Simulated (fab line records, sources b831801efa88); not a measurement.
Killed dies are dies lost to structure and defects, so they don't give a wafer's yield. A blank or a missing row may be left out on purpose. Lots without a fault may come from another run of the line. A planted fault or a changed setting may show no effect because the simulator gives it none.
Which tool did it? | flow sfq_line | 6 lots, 17 wafers sampled, at 2 steps of a route of 325

WHAT THE GAUGES READ, wafer by wafer
SFQ_M6_RS_MEAS_938: measures by four-point-probe.
lot  | measured     | on            | M6_NB_RS (ohm/sq)
L878 | day 66 21:58 | film_metro-02 | 0.883 0.878 0.897
L883 | day 70 08:36 | film_metro-02 | 0.887 1.294
L890 | day 72 04:08 | film_metro-03 | 0.887 0.896 0.886
L892 | day 72 08:56 | film_metro-02 | 0.900 0.894 0.897
L894 | day 73 04:23 | film_metro-02 | 0.883 0.903 0.886
L899 | day 73 23:44 | film_metro-02 | 0.897 0.909 0.902

WHICH TOOL RAN EACH LOT (tool, then ch and the chambers of the sampled wafers, then the start)
lot  | SFQ_TRILAYER_M6_DEP_SPUTTER_157
L878 | pvd_sputter-06, day 66 21:52
L883 | pvd_sputter-06, day 70 08:31
L890 | pvd_sputter-05, day 72 04:03
L892 | pvd_sputter-06, day 72 08:51
L894 | pvd_sputter-04, day 73 04:17
L899 | pvd_sputter-05, day 73 23:37
- SFQ_TRILAYER_M6_DEP_SPUTTER_157: material Nb, target thk 200 nm, time 133.3 s.

THE ANSWER, worked out from the rows above alone
Rule: what is usual is taken from the lots themselves. Put in order of their means at a reading, lots are off if they are a third of the lots or fewer, leave a main group of 4 or more, and stand apart from it by a gap of 3 or more times the standard deviation of the main group's means; of several such gaps the widest counts. A main group whose means are all the same, to the digits that the tables above print for the reading, isn't used. A lot without any number at a reading at which 4 lots or more have one is off too. The other lots that the step has rows for count as sound.
Off: L883, at SFQ_M6_RS_MEAS_938 (M6_NB_RS). The main group: mean 0.893 ohm/sq, standard deviation 0.0059.
A tool fits if, at a process step before that reading, it ran every lot that is off, and no sound lot after the first of them. The gauges at SFQ_M6_RS_MEAS_938 are tried like those tools. None of those tried fits.

WHAT THE SIMULATOR HAD PUT IN
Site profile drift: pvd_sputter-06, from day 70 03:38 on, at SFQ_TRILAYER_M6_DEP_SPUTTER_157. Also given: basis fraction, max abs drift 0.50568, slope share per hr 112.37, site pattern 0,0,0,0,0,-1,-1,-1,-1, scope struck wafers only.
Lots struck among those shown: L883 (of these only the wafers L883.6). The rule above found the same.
